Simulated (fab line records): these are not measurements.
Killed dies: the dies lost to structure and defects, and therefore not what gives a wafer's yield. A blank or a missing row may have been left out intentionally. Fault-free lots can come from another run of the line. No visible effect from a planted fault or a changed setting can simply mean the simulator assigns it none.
fab line records	flow sky130
record: lots: 24	wafers: 72	lastDay: 50
route steps=708 shown VT_ADJUST_HVTR@141 RES_PROTECT@215 METAL1@454 METAL3@568 CAP2M@616 PASSIVATION@692
lots with no fault: from the same line, run without faults
startH: hours from the record's first day to the start of the lot's first wafer shown	waitH: time in hours since the lot's previous step	" as in the row above	L1.1+2: a single row standing in for several wafers	- no value, or no start given	* or withheld: withheld	< > ~ a bound
route shown NAME@n: names a module that has steps shown in the file, with the first one's number in the route	usual: mean/standard deviation of fault-free wafers	same: alike in all rows	chamber/n: place in a boat	sites: readings site by site	_std_site: the values' standard deviation	_edge_site: outer sites' mean less inner sites'	radiusMm: how far each site lies from the wafer's centre	mask NAME#n: copy n	behind: the tool/chamber that last shaped the wafer	hold: why the lot was held/for how many hours/how that ended	device: whichever transistor did not switch (one of n, p or np)	end of line: the tests these same wafers got at the end of their route	a step without rows: its recipe alone	killed: dies lost to structure and defects at the first sort, not the wafer's yield	map: a wafer's dies, x killed, . not, _ none there
set.NAME: the run value of the setting; set.NAME@STEP: its run value at that earlier step	model.NAME: the simulator's own value behind a step, which no gauge read
the route's steps for a sample of lots (tables are steps, rows are wafers)
services: a tool's chamber out of use, with start hour (startH, from the record's first day; less than 0 if before it), hours out, and reason
== steps ==
step: SKY_VT_ADJUST_HVTR_STRIP_10
recipe: chemistry: O2/N2	powerW: 1400	pressureMtorr: 1500	platenTempC: withheld	o2FlowSccm: 3000	n2FlowSccm: 300	overashFraction: 0.5
usual: drypumpMotorCurrentA: 5.4/0.61	oesProductAu: 0.715/0.0047	stripTimeToEndpointS: 14.09/0.043
lot.wafer	tool	chamber	startH	waitH	drypumpMotorCurrentA	oesProductAu	rfHoursCounterH	stripTimeToEndpointS
L074.1	plasmaAsher-03	0	207.87	0.1	6.5	0.717	40	14.16
L074.4	"	0	"	"	6.5	0.710	-	14.14
L074.6	"	1	"	"	4.9	0.722	-	14.20
L075.3	plasmaAsher-04	0	215.28	0.1	5.0	0.716	-	14.08
L075.4	"	1	"	"	5.4	0.713	-	14.06
L075.5	"	0	"	"	5.0	0.713	-	14.10
L076.1	plasmaAsher-01	0	219.08	0.1	4.9	0.719	9	14.07
L076.2	"	1	"	"	5.6	0.712	9	14.10
L076.6	"	1	"	"	5.6	0.714	-	14.06
L077.1	plasmaAsher-01	0	223.88	0.1	4.9	0.713	9	14.09
L077.2	"	1	"	"	5.6	0.724	9	14.08
L077.4	"	0	"	"	4.9	0.718	-	14.13
L078.1	plasmaAsher-04	1	234.49	0.1	5.4	0.716	55	14.11
L078.5	"	0	"	"	5.0	0.700	-	14.15
L078.6	"	1	"	"	5.4	0.720	-	14.14
L079.2	plasmaAsher-03	1	239.53	0.1	4.9	0.715	43	14.07
L079.3	"	0	"	"	6.5	0.712	-	14.06
L079.4	"	1	"	"	4.9	0.712	-	14.02
L080.1	plasmaAsher-01	0	245.43	0.1	4.9	0.717	12	14.14
L080.2	"	1	"	"	5.5	0.720	12	14.11
L080.5	"	0	"	"	4.9	0.707	-	14.14
L081.1	plasmaAsher-01	0	252.38	0.1	4.9	0.708	12	14.11
L081.3	"	0	"	"	4.9	0.714	-	14.05
L081.4	"	1	"	"	5.6	0.712	-	14.08
L082.3	plasmaAsher-03	1	264.58	0.1	4.9	0.715	-	14.14
L082.5	"	1	"	"	4.9	0.716	-	14.17
L082.6	"	0	"	"	6.4	0.706	-	14.16
L083.2	plasmaAsher-03	0	268.93	0.1	6.5	0.719	46	14.08
L083.3	"	0	"	"	6.5	0.722	-	14.07
L083.4	"	1	"	"	5.0	0.721	-	14.12
L084.1	plasmaAsher-01	1	279.33	0.1	5.6	0.714	15	14.06
L084.3	"	1	"	"	5.6	0.718	-	14.03
L084.4	"	0	"	"	4.9	0.714	-	14.02
L085.2	plasmaAsher-03	0	281.38	0.1	6.5	0.721	47	14.07
L085.4	"	0	"	"	6.5	0.716	-	14.12
L085.5	"	1	"	"	4.9	0.717	-	14.09
L086.1	plasmaAsher-03	1	292.80	0.1	4.9	0.717	48	14.09
L086.3	"	1	"	"	4.9	0.710	-	14.04
L086.4	"	0	"	"	6.5	0.717	-	14.10
L087.2	plasmaAsher-04	1	297.63	0.1	5.4	0.718	61	14.12
L087.3	"	0	"	"	5.0	0.717	-	14.13
L087.5	"	1	"	"	5.5	0.706	-	14.14
L088.3	plasmaAsher-04	0	306.06	0.1	5.0	0.711	-	14.07
L088.5	"	1	"	"	5.4	0.719	-	14.02
L088.6	"	0	"	"	5.0	0.717	-	14.12
L089.4	plasmaAsher-03	0	311.83	0.1	6.5	0.717	-	14.04
L089.5	"	1	"	"	4.9	0.716	-	14.11
L089.6	"	0	"	"	6.5	0.712	-	14.08
L090.2	plasmaAsher-03	0	321.18	0.1	6.5	0.718	51	14.05
L090.3	"	0	"	"	6.5	0.721	-	14.07
L090.5	"	1	"	"	5.0	0.711	-	14.04
L091.4	plasmaAsher-03	1	329.76	0.1	4.9	0.713	-	14.19
L091.5	"	0	"	"	6.5	0.717	-	14.11
L091.6	"	1	"	"	4.9	0.720	-	14.14
L092.1	plasmaAsher-04	0	338.28	0.1	5.0	0.711	64	14.10
L092.4	"	1	"	"	5.5	0.721	-	14.06
L092.6	"	0	"	"	5.0	0.716	-	14.05
L093.2	plasmaAsher-04	1	342.38	0.1	5.4	0.719	65	14.08
L093.3	"	0	"	"	5.0	0.710	-	14.12
L093.5	"	1	"	"	5.4	0.717	-	14.06
L094.1	plasmaAsher-03	0	351.18	0.1	6.5	0.712	54	14.09
L094.2	"	1	"	"	4.9	0.718	54	14.09
L094.5	"	0	"	"	6.5	0.718	-	14.05
L095.1	plasmaAsher-04	0	358.13	0.1	5.0	0.711	67	14.13
L095.2	"	1	"	"	5.5	0.718	67	14.09
L095.5	"	0	"	"	5.0	0.717	-	14.09
L096.3	plasmaAsher-01	0	364.82	0.1	4.9	0.716	-	14.09
L096.4	"	1	"	"	5.6	0.713	-	14.06
L096.5	"	0	"	"	4.9	0.706	-	14.07
L097.2	plasmaAsher-03	1	369.43	0.1	4.9	0.714	55	14.04
L097.3	"	0	"	"	6.5	0.719	-	14.10
L097.4	"	1	"	"	4.9	0.715	-	14.04
step: SKY_RES_PROTECT_TW_MEAS_08
usual: POLY_GATE_TW: 4064/31
lot.wafer	tool	chamber	startH	waitH	POLY_GATE_TW
L074.1	filmMetro-04	-	343.12	0.1	4084
L074.4	"	-	"	"	4089
L074.6	"	-	"	"	4095
L075.3	filmMetro-03	-	352.45	0.1	3999
L075.4	"	-	"	"	4005
L075.5	"	-	"	"	3972
L076.1	filmMetro-04	-	358.83	0.1	4079
L076.2	"	-	"	"	4065
L076.6	"	-	"	"	4054
L077.1	filmMetro-04	-	364.93	0.1	4098
L077.2	"	-	"	"	4105
L077.4	"	-	"	"	4110
L078.1	filmMetro-01	-	374.88	0.1	4080
L078.5	"	-	"	"	4041
L078.6	"	-	"	"	4045
L079.2	filmMetro-01	-	380.08	0.1	4087
L079.3	"	-	"	"	4092
L079.4	"	-	"	"	4085
L080.1	filmMetro-04	-	388.28	0.1	4086
L080.2	"	-	"	"	4079
L080.5	"	-	"	"	4071
L081.1	filmMetro-01	-	397.92	0.1	4053
L081.3	"	-	"	"	4059
L081.4	"	-	"	"	4064
L082.3	filmMetro-04	-	414.60	0.1	4101
L082.5	"	-	"	"	4118
L082.6	"	-	"	"	4106
L083.2	filmMetro-04	-	417.29	0.1	4116
L083.3	"	-	"	"	4113
L083.4	"	-	"	"	4114
L084.1	filmMetro-01	-	427.73	0.1	4059
L084.3	"	-	"	"	4056
L084.4	"	-	"	"	4045
L085.2	filmMetro-04	-	433.38	0.1	4062
L085.4	"	-	"	"	4079
L085.5	"	-	"	"	4062
L086.1	filmMetro-03	-	448.17	0.1	4018
L086.3	"	-	"	"	4041
L086.4	"	-	"	"	4026
L087.2	filmMetro-03	-	455.34	0.1	4015
L087.3	"	-	"	"	4023
L087.5	"	-	"	"	4016
L088.3	filmMetro-01	-	463.59	0.1	4099
L088.5	"	-	"	"	4071
L088.6	"	-	"	"	4077
L089.4	filmMetro-04	-	473.65	0.1	4070
L089.5	"	-	"	"	4076
L089.6	"	-	"	"	4078
L090.2	filmMetro-04	-	480.18	0.1	4091
L090.3	"	-	"	"	4076
L090.5	"	-	"	"	4062
L091.4	filmMetro-01	-	493.45	0.1	4066
L091.5	"	-	"	"	4042
L091.6	"	-	"	"	4051
L092.1	filmMetro-01	-	500.98	0.1	4049
L092.4	"	-	"	"	4069
L092.6	"	-	"	"	4053
L093.2	filmMetro-03	-	505.64	0.1	4028
L093.3	"	-	"	"	4054
L093.5	"	-	"	"	4037
L094.1	filmMetro-04	-	515.92	0.1	4086
L094.2	"	-	"	"	4088
L094.5	"	-	"	"	4071
L095.1	filmMetro-04	-	522.27	0.1	4114
L095.2	"	-	"	"	4094
L095.5	"	-	"	"	4129
L096.3	filmMetro-01	-	529.04	0.1	4021
L096.4	"	-	"	"	4041
L096.5	"	-	"	"	4040
L097.2	filmMetro-04	-	532.29	0.1	4053
L097.3	"	-	"	"	4041
L097.4	"	-	"	"	4056
step: SKY_METAL1_STRIP_20
recipe: chemistry: O2/N2	powerW: 1400	pressureMtorr: 1500	platenTempC: withheld	o2FlowSccm: 3000	n2FlowSccm: 300	overashFraction: 0.5
usual: drypumpMotorCurrentA: 5.7/0.62	oesProductAu: 0.343/0.0051	stripTimeToEndpointS: 2.68/0.08
lot.wafer	tool	chamber	startH	waitH	drypumpMotorCurrentA	oesProductAu	rfHoursCounterH	stripTimeToEndpointS
L074.1	plasmaAsher-02	1	767.83	0.1	5.5	0.338	2	2.65
L074.4	"	0	"	"	6.5	0.340	-	2.57
L074.6	"	0	"	"	6.4	0.340	-	2.62
L075.3	plasmaAsher-01	0	778.40	0.1	4.9	0.339	-	2.64
L075.4	"	1	"	"	5.5	0.349	-	2.79
L075.5	"	0	"	"	4.9	0.345	-	2.77
L076.1	plasmaAsher-01	0	782.86	0.1	4.9	0.341	64	2.69
L076.2	"	1	"	"	5.5	0.338	64	2.58
L076.6	"	0	"	"	4.9	0.338	-	2.63
L077.1	plasmaAsher-03	0	793.13	0.1	6.5	0.332	100	2.60
L077.2	"	1	"	"	4.9	0.344	100	2.59
L077.4	"	0	"	"	6.4	0.342	-	2.63
L078.1	plasmaAsher-02	1	800.96	0.1	5.5	0.341	6	2.61
L078.5	"	1	"	"	5.5	0.345	-	2.64
L078.6	"	0	"	"	6.4	0.352	-	2.72
L079.2	plasmaAsher-03	0	803.96	0.1	6.5	0.347	101	2.77
L079.3	"	1	"	"	5.0	0.343	-	2.63
L079.4	"	0	"	"	6.5	0.350	-	2.77
L080.1	plasmaAsher-02	0	813.28	0.1	6.4	0.343	7	2.63
L080.2	"	1	"	"	5.5	0.336	7	2.60
L080.5	"	0	"	"	6.5	0.334	-	2.56
L081.1	plasmaAsher-01	0	821.46	0.1	4.9	0.339	68	2.65
L081.3	"	1	"	"	5.6	0.341	-	2.61
L081.4	"	0	"	"	4.9	0.333	-	2.62
L082.3	plasmaAsher-02	0	833.57	0.1	6.4	0.352	-	2.65
L082.5	"	1	"	"	5.5	0.346	-	2.84
L082.6	"	0	"	"	6.4	0.337	-	2.63
L083.2	plasmaAsher-03	1	839.32	0.1	4.9	0.339	104	2.62
L083.3	"	1	"	"	4.9	0.337	-	2.60
L083.4	"	0	"	"	6.5	0.344	-	2.65
L084.1	plasmaAsher-03	0	844.03	0.1	6.5	0.341	105	2.67
L084.3	"	0	"	"	6.5	0.338	-	2.65
L084.4	"	1	"	"	5.0	0.337	-	2.64
L085.2	plasmaAsher-02	0	852.36	0.1	6.5	0.345	11	2.81
L085.4	"	0	"	"	6.4	0.334	-	2.63
L085.5	"	0	"	"	6.4	0.347	-	2.79
L086.1	plasmaAsher-01	0	859.21	0.1	4.9	0.345	72	2.67
L086.3	"	0	"	"	4.9	0.351	-	2.64
L086.4	"	1	"	"	5.6	0.340	-	2.64
L087.2	plasmaAsher-01	0	867.11	0.1	4.9	0.340	72	2.67
L087.3	"	1	"	"	5.6	0.348	-	2.80
L087.5	"	1	"	"	5.6	0.338	-	2.63
L088.3	plasmaAsher-02	1	874.41	0.1	5.5	0.356	-	2.81
L088.5	"	1	"	"	5.5	0.338	-	2.80
L088.6	"	0	"	"	6.4	0.344	-	2.61
L089.4	plasmaAsher-01	0	882.85	0.1	4.9	0.353	-	2.80
L089.5	"	0	"	"	4.9	0.339	-	2.61
L089.6	"	1	"	"	5.6	0.340	-	2.77
L090.2	plasmaAsher-01	0	888.23	0.1	4.9	0.340	74	2.64
L090.3	"	1	"	"	5.6	0.342	-	2.61
L090.5	"	0	"	"	4.9	0.337	-	2.64
L091.4	plasmaAsher-02	1	898.46	0.1	5.5	0.341	-	2.65
L091.5	"	1	"	"	5.5	0.345	-	2.65
L091.6	"	0	"	"	6.4	0.348	-	2.84
L092.1	plasmaAsher-03	0	904.33	0.1	6.5	0.337	111	2.68
L092.4	"	0	"	"	6.5	0.349	-	2.89
L092.6	"	1	"	"	4.9	0.349	-	2.88
L093.2	plasmaAsher-03	1	908.98	0.1	4.9	0.342	112	2.83
L093.3	"	0	"	"	6.4	0.344	-	2.61
L093.5	"	1	"	"	4.9	0.340	-	2.63
L094.1	plasmaAsher-02	0	917.43	0.1	6.4	0.341	17	2.64
L094.2	"	1	"	"	5.5	0.343	17	2.63
L094.5	"	0	"	"	6.4	0.348	-	2.63
L095.1	plasmaAsher-02	0	922.28	0.1	6.4	0.349	18	2.75
L095.2	"	1	"	"	5.5	0.335	18	2.62
L095.5	"	0	"	"	6.5	0.348	-	2.62
L096.3	plasmaAsher-02	0	928.89	0.1	6.5	0.343	-	2.62
L096.4	"	1	"	"	5.5	0.354	-	2.82
L096.5	"	1	"	"	5.5	0.347	-	2.82
L097.2	plasmaAsher-02	0	943.61	0.1	6.4	0.342	20	2.62
L097.3	"	0	"	"	6.4	0.344	-	2.62
L097.4	"	1	"	"	5.5	0.339	-	2.59
step: SKY_METAL3_METAL_ETCH_18
recipe: targetDepthA: 8450	stopOn: SiO2	overEtchFrac: 0.3	timeS: 183.1	chemistry: Cl2/BCl3	resistSidewallDeg: 88	pressureMtorr: 10	icpW: 900	biasW: 48.5	Cl2_flow_sccm: 60	bcl3FlowSccm: 30
usual: drypumpMotorCurrentA: 5.4/0.3	oesProductAu: 0.863/0.0069	throttleValvePct: 22.264/0.0086
lot.wafer	tool	chamber	startH	waitH	drypumpMotorCurrentA	oesProductAu	rfHoursCounterH	throttleValvePct
L074.1	rieMetal-03	0	906.43	0.0	5.5	0.863	3	22.274
L074.4	"	0	"	"	5.6	0.874	-	22.243
L074.6	"	0	"	"	5.6	0.867	-	22.285
L075.3	rieMetal-03	1	916.29	0.1	5.2	0.878	-	22.257
L075.4	"	0	"	"	5.6	0.864	-	22.270
L075.5	"	1	"	"	5.2	0.862	-	22.259
L076.1	rieMetal-02	0	919.78	0.0	6.0	0.867	16	22.252
L076.2	"	1	"	"	5.3	0.846	9	22.259
L076.6	"	0	"	"	5.9	0.873	-	22.275
L077.1	rieMetal-04	0	930.83	0.0	5.0	0.867	14	22.273
L077.2	"	1	"	"	5.6	0.869	16	22.280
L077.4	"	1	"	"	5.6	0.862	-	22.257
L078.1	rieMetal-04	1	937.34	0.0	5.6	0.861	16	22.262
L078.5	"	0	"	"	5.0	0.851	-	22.265
L078.6	"	1	"	"	5.6	0.851	-	22.263
L079.2	rieMetal-03	1	939.69	0.0	5.2	0.867	12	22.262
L079.3	"	1	"	"	5.2	0.876	-	22.267
L079.4	"	0	"	"	5.6	0.871	-	22.259
L080.1	rieMetal-03	0	949.04	0.0	5.6	0.865	5	22.268
L080.2	"	1	"	"	5.2	0.871	12	22.280
L080.5	"	1	"	"	5.2	0.875	-	22.248
L081.1	rieMetal-02	1	955.48	0.0	5.3	0.860	11	22.266
L081.3	"	1	"	"	5.3	0.865	-	22.262
L081.4	"	0	"	"	6.0	0.856	-	22.285
L082.3	rieMetal-03	1	968.12	0.1	5.1	0.873	-	22.281
L082.5	"	1	"	"	5.2	0.868	-	22.268
L082.6	"	0	"	"	5.6	0.863	-	22.244
L083.2	rieMetal-02	0	973.29	0.0	6.0	0.862	19	22.265
L083.3	"	1	"	"	5.3	0.854	-	22.266
L083.4	"	0	"	"	5.9	0.858	-	22.275
L084.1	rieMetal-03	0	977.59	0.0	5.6	0.867	7	22.261
L084.3	"	0	"	"	5.6	0.866	-	22.264
L084.4	"	0	"	"	5.6	0.859	-	22.276
L085.2	rieMetal-04	0	983.55	0.1	5.0	0.875	-	22.269
L085.4	"	0	"	"	5.0	0.863	-	22.258
L085.5	"	0	"	"	5.0	0.866	-	22.261
L086.1	rieMetal-02	0	990.48	0.0	6.0	0.863	20	22.267
L086.3	"	0	"	"	6.0	0.862	-	22.249
L086.4	"	1	"	"	5.3	0.869	-	22.279
L087.2	rieMetal-02	1	998.21	0.0	5.3	0.871	13	22.271
L087.3	"	1	"	"	5.3	0.873	-	22.253
L087.5	"	0	"	"	5.9	0.864	-	22.259
L088.3	rieMetal-04	1	1004.86	0.1	5.6	0.867	-	22.266
L088.5	"	1	"	"	5.6	0.874	-	22.276
L088.6	"	1	"	"	5.6	0.865	-	22.268
L089.4	rieMetal-04	1	1013.32	0.2	5.6	0.862	-	22.280
L089.5	"	1	"	"	5.6	0.868	-	22.255
L089.6	"	1	"	"	5.6	0.859	-	22.255
L090.2	rieMetal-03	1	1016.92	0.0	5.2	0.864	15	22.262
L090.3	"	0	"	"	5.6	0.862	-	22.264
L090.5	"	0	"	"	5.6	0.864	-	22.262
L091.4	rieMetal-02	1	1026.34	0.1	5.3	0.874	-	22.268
L091.5	"	1	"	"	5.3	0.867	-	22.279
L091.6	"	0	"	"	5.9	0.864	-	22.266
L092.1	rieMetal-04	0	1030.18	0.0	5.0	0.854	1	22.255
L092.4	"	1	"	"	5.6	0.865	-	22.251
L092.6	"	0	"	"	5.0	0.852	-	22.259
L093.2	rieMetal-03	0	1035.83	0.0	5.6	0.855	10	22.273
L093.3	"	0	"	"	5.6	0.863	-	22.265
L093.5	"	1	"	"	5.2	0.846	-	22.285
L094.1	rieMetal-04	0	1043.24	0.0	5.0	0.845	2	22.250
L094.2	"	1	"	"	5.6	0.864	5	22.261
L094.5	"	0	"	"	4.9	0.862	-	22.258
L095.1	rieMetal-02	1	1048.54	0.0	5.3	0.865	16	22.263
L095.2	"	0	"	"	6.0	0.862	24	22.263
L095.5	"	0	"	"	5.9	0.864	-	22.265
L096.3	rieMetal-03	0	1053.15	0.1	5.6	0.857	-	22.261
L096.4	"	1	"	"	5.2	0.854	-	22.272
L096.5	"	0	"	"	5.5	0.856	-	22.260
L097.2	rieMetal-03	1	1065.99	0.0	5.1	0.857	19	22.270
L097.3	"	1	"	"	5.2	0.860	-	22.268
L097.4	"	0	"	"	5.6	0.863	-	22.267
step: SKY_CAP2M_METAL_ETCH_13
recipe: targetDepthNm: 220	stopOn: SiO2	chemistry: Cl2/BCl3	target: TiN	pressureMtorr: 10	icpW: 900	biasW: 48.5	Cl2_flow_sccm: 60	bcl3FlowSccm: 30	timeS: 62.9
usual: drypumpMotorCurrentA: 5.5/0.32	oesProductAu: 0.937/0.006	throttleValvePct: 21.903/0.0092
lot.wafer	tool	chamber	startH	waitH	drypumpMotorCurrentA	oesProductAu	rfHoursCounterH	throttleValvePct
L074.1	rieMetal-03	0	958.52	0.0	5.5	0.940	6	21.889
L074.4	"	1	"	"	5.2	0.938	-	21.904
L074.6	"	1	"	"	5.2	0.945	-	21.884
L075.3	rieMetal-02	1	968.45	0.0	5.3	0.938	-	21.910
L075.4	"	0	"	"	6.0	0.928	-	21.903
L075.5	"	1	"	"	5.3	0.932	-	21.914
L076.1	rieMetal-02	1	972.37	0.0	5.3	0.930	11	21.896
L076.2	"	0	"	"	6.0	0.939	19	21.880
L076.6	"	1	"	"	5.3	0.933	-	21.913
L077.1	rieMetal-03	0	981.42	0.0	5.6	0.933	7	21.900
L077.2	"	1	"	"	5.2	0.935	14	21.899
L077.4	"	0	"	"	5.6	0.942	-	21.907
L078.1	rieMetal-02	0	988.72	0.0	6.0	0.934	20	21.904
L078.5	"	0	"	"	6.0	0.940	-	21.895
L078.6	"	1	"	"	5.3	0.946	-	21.903
L079.2	rieMetal-03	1	991.57	0.0	5.2	0.946	14	21.907
L079.3	"	1	"	"	5.2	0.937	-	21.896
L079.4	"	0	"	"	5.6	0.928	-	21.898
L080.1	rieMetal-01	1	1001.02	0.0	5.1	0.950	20	21.893
L080.2	"	0	"	"	5.9	0.945	12	21.909
L080.5	"	0	"	"	5.8	0.945	-	21.905
L081.1	rieMetal-03	1	1005.92	0.0	5.2	0.939	15	21.906
L081.3	"	1	"	"	5.2	0.932	-	21.903
L081.4	"	0	"	"	5.6	0.929	-	21.905
L082.3	rieMetal-01	1	1017.88	0.0	5.1	0.938	-	21.904
L082.5	"	0	"	"	5.8	0.946	-	21.900
L082.6	"	1	"	"	5.1	0.927	-	21.906
L083.2	rieMetal-02	0	1023.42	0.0	6.0	0.934	22	21.887
L083.3	"	0	"	"	6.0	0.937	-	21.905
L083.4	"	1	"	"	5.3	0.939	-	21.910
L084.1	rieMetal-03	1	1027.45	0.0	5.2	0.931	16	21.894
L084.3	"	0	"	"	5.6	0.936	-	21.902
L084.4	"	1	"	"	5.2	0.938	-	21.918
L085.2	rieMetal-03	0	1033.07	0.0	5.5	0.936	10	21.908
L085.4	"	1	"	"	5.2	0.940	-	21.887
L085.5	"	1	"	"	5.2	0.941	-	21.893
L086.1	rieMetal-02	0	1039.80	0.0	6.0	0.939	23	21.909
L086.3	"	0	"	"	6.0	0.937	-	21.920
L086.4	"	1	"	"	5.3	0.929	-	21.906
L087.2	rieMetal-03	0	1047.22	0.0	5.6	0.932	11	21.915
L087.3	"	1	"	"	5.2	0.934	-	21.912
L087.5	"	1	"	"	5.2	0.935	-	21.904
L088.3	rieMetal-02	1	1052.93	0.0	5.3	0.937	-	21.893
L088.5	"	1	"	"	5.3	0.935	-	21.919
L088.6	"	0	"	"	6.0	0.932	-	21.899
L089.4	rieMetal-03	0	1060.88	0.0	5.6	0.927	-	21.917
L089.5	"	1	"	"	5.2	0.927	-	21.917
L089.6	"	0	"	"	5.6	0.927	-	21.914
L090.2	rieMetal-02	1	1064.77	0.0	5.3	0.944	18	21.902
L090.3	"	0	"	"	6.0	0.941	-	21.906
L090.5	"	0	"	"	6.0	0.944	-	21.888
L091.4	rieMetal-03	1	1072.93	0.0	5.2	0.930	-	21.908
L091.5	"	1	"	"	5.2	0.941	-	21.909
L091.6	"	0	"	"	5.6	0.928	-	21.916
L092.1	rieMetal-01	1	1077.47	0.0	5.1	0.940	23	21.894
L092.4	"	1	"	"	5.1	0.935	-	21.894
L092.6	"	1	"	"	5.1	0.937	-	21.906
L093.2	rieMetal-03	0	1081.75	0.0	5.5	0.950	13	21.898
L093.3	"	0	"	"	5.6	0.934	-	21.894
L093.5	"	1	"	"	5.2	0.948	-	21.923
L094.1	rieMetal-03	0	1089.52	0.0	5.6	0.948	14	21.897
L094.2	"	1	"	"	5.1	0.939	21	21.913
L094.5	"	0	"	"	5.6	0.933	-	21.894
L095.1	rieMetal-02	1	1093.92	0.0	5.3	0.937	19	21.905
L095.2	"	0	"	"	5.9	0.938	26	21.902
L095.5	"	1	"	"	5.3	0.936	-	21.901
L096.3	rieMetal-02	1	1098.25	0.0	5.3	0.938	-	21.917
L096.4	"	0	"	"	6.0	0.938	-	21.907
L096.5	"	0	"	"	5.9	0.938	-	21.912
L097.2	rieMetal-02	0	1110.50	0.0	5.9	0.944	28	21.901
L097.3	"	1	"	"	5.3	0.943	-	21.903
L097.4	"	0	"	"	6.0	0.937	-	21.899
step: SKY_PASSIVATION_ETCH_11
recipe: chemistry: CF4/O2	targetDepthNm: 725	stopOn: AlCu	sourceW: 800	biasW: 150	pressureMtorr: 150	cf4FlowSccm: 80	O2_flow_sccm: 10	timeS: 161.1
usual: drypumpMotorCurrentA: 5.6/0.38	oesProductAu: 0.974/0.0088	throttleValvePct: 5.964/0.0097
lot.wafer	tool	chamber	startH	waitH	drypumpMotorCurrentA	oesProductAu	rfHoursCounterH	throttleValvePct
L074.1	rieDiel-02	0	1055.52	-	6.6	0.953	11	5.952
L074.4	"	2	"	"	5.6	0.966	17	5.972
L074.6	"	3	"	"	5.7	0.974	-	5.962
L075.3	rieDiel-04	2	1064.19	-	5.6	0.974	22	5.985
L075.4	"	1	"	"	5.2	0.967	20	5.951
L075.5	"	2	"	"	5.6	0.988	-	5.979
L076.1	rieDiel-02	2	1070.37	-	5.6	0.970	18	5.956
L076.2	"	0	"	"	6.6	0.969	11	5.972
L076.6	"	1	"	"	5.5	0.973	-	5.961
L077.1	rieDiel-04	1	1076.33	-	5.2	0.978	21	5.954
L077.2	"	2	"	"	5.6	0.982	23	5.989
L077.4	"	3	"	"	5.3	0.983	9	5.972
L078.1	rieDiel-02	1	1082.74	-	5.5	0.969	6	5.955
L078.5	"	0	"	"	6.6	0.963	-	5.968
L078.6	"	1	"	"	5.5	0.961	-	5.963
L079.2	rieDiel-02	1	1086.33	-	5.5	0.961	6	5.962
L079.3	"	2	"	"	5.6	0.958	19	5.940
L079.4	"	3	"	"	5.7	0.987	4	5.968
L080.1	rieDiel-01	1	1094.92	-	5.6	0.964	16	5.979
L080.2	"	2	"	"	5.5	0.974	10	5.940
L080.5	"	2	"	"	5.6	0.968	-	5.952
L081.1	rieDiel-04	2	1098.22	-	5.6	0.970	24	5.973
L081.3	"	3	"	"	5.3	0.979	10	5.968
L081.4	"	0	"	"	5.0	0.986	16	5.985
L082.3	rieDiel-04	0	1108.57	-	5.0	0.976	16	5.971
L082.5	"	3	"	"	5.3	0.983	-	5.976
L082.6	"	2	"	"	5.6	0.972	-	5.976
L083.2	rieDiel-01	3	1114.92	-	5.5	0.966	26	5.974
L083.3	"	1	"	"	5.6	0.977	17	5.964
L083.4	"	0	"	"	5.6	0.974	19	5.961
L084.1	rieDiel-01	2	1116.78	-	5.6	0.971	11	5.952
L084.3	"	1	"	"	5.6	0.973	17	5.957
L084.4	"	3	"	"	5.6	0.978	26	5.959
L085.2	rieDiel-04	3	1121.67	-	5.4	0.959	11	5.948
L085.4	"	0	"	"	5.0	0.976	17	5.965
L085.5	"	2	"	"	5.6	0.971	-	5.979
L086.1	rieDiel-02	3	1128.49	-	5.7	0.974	5	5.958
L086.3	"	1	"	"	5.5	0.977	8	5.957
L086.4	"	2	"	"	5.6	0.976	20	5.960
L087.2	rieDiel-04	2	1135.77	-	5.6	0.998	25	5.965
L087.3	"	0	"	"	5.0	0.980	17	5.953
L087.5	"	2	"	"	5.7	0.987	-	5.953
L088.3	rieDiel-01	3	1140.22	-	5.5	0.997	27	5.964
L088.5	"	3	"	"	5.6	0.994	-	5.959
L088.6	"	0	"	"	5.6	0.992	-	5.976
L089.4	rieDiel-02	2	1144.04	-	5.6	0.977	21	5.960
L089.5	"	1	"	"	5.5	0.980	-	5.957
L089.6	"	0	"	"	6.6	0.971	-	5.963
L090.2	rieDiel-02	3	1148.58	-	5.7	0.980	6	5.970
L090.3	"	2	"	"	5.6	0.975	21	5.958
L090.5	"	1	"	"	5.5	0.986	-	5.982
L091.4	rieDiel-04	2	1157.03	-	5.6	0.977	-	5.955
L091.5	"	3	"	"	5.4	0.969	-	5.969
L091.6	"	1	"	"	5.2	0.966	-	5.972
L092.1	rieDiel-04	2	1160.14	-	5.6	0.966	26	5.965
L092.4	"	3	"	"	5.3	0.970	-	5.974
L092.6	"	2	"	"	5.6	0.984	-	5.969
L093.2	rieDiel-02	3	1162.88	-	5.7	0.966	7	5.953
L093.3	"	2	"	"	5.6	0.969	22	5.964
L093.5	"	3	"	"	5.7	0.971	-	5.959
L094.1	rieDiel-04	3	1169.67	-	5.4	0.977	13	5.947
L094.2	"	1	"	"	5.2	0.972	24	5.963
L094.5	"	2	"	"	5.6	0.975	-	5.959
L095.1	rieDiel-01	0	1175.04	-	5.6	0.987	21	5.977
L095.2	"	2	"	"	5.6	0.962	13	5.965
L095.5	"	1	"	"	5.6	0.987	-	5.985
L096.3	rieDiel-01	2	1178.38	-	5.5	0.980	13	5.948
L096.4	"	3	"	"	5.6	0.976	29	5.970
L096.5	"	2	"	"	5.5	0.967	-	5.968
L097.2	rieDiel-01	0	1184.89	-	5.6	0.967	22	5.966
L097.3	"	1	"	"	5.6	0.972	20	5.958
L097.4	"	3	"	"	5.6	0.971	29	5.963
== services ==
tool	chamber	startH	hours	kind
rieMetal-03	-	195.57	0.6	repair
rieMetal-02	0	198.40	10.3	repair
plasmaAsher-03	-	271.22	1.3	repair
rieMetal-03	1	292.81	5.0	repair
rieMetal-02	-	318.65	2.8	pm
plasmaAsher-03	-	354.28	7.8	repair
rieMetal-03	-	364.65	1.2	repair
rieMetal-03	0	410.26	8.0	repair
plasmaAsher-03	-	463.66	2.7	repair
plasmaAsher-03	-	489.27	2.8	pm
rieMetal-02	-	523.08	0.2	repair
rieMetal-02	-	585.66	0.1	repair
rieMetal-02	-	633.90	0.7	repair
rieMetal-03	-	668.38	2.8	pm
rieMetal-03	-	744.73	28.1	pm
rieMetal-03	0	798.82	2.8	repair
plasmaAsher-03	-	917.72	14.6	pm
rieMetal-03	-	920.49	0.2	repair
plasmaAsher-03	-	933.80	1.7	repair
plasmaAsher-03	-	955.15	12.0	repair
rieMetal-03	1	976.43	1.9	repair
rieMetal-02	-	993.62	0.6	repair
rieMetal-03	-	1061.93	1.5	repair
rieMetal-03	-	1115.38	1.4	pm
== key ==
fault none
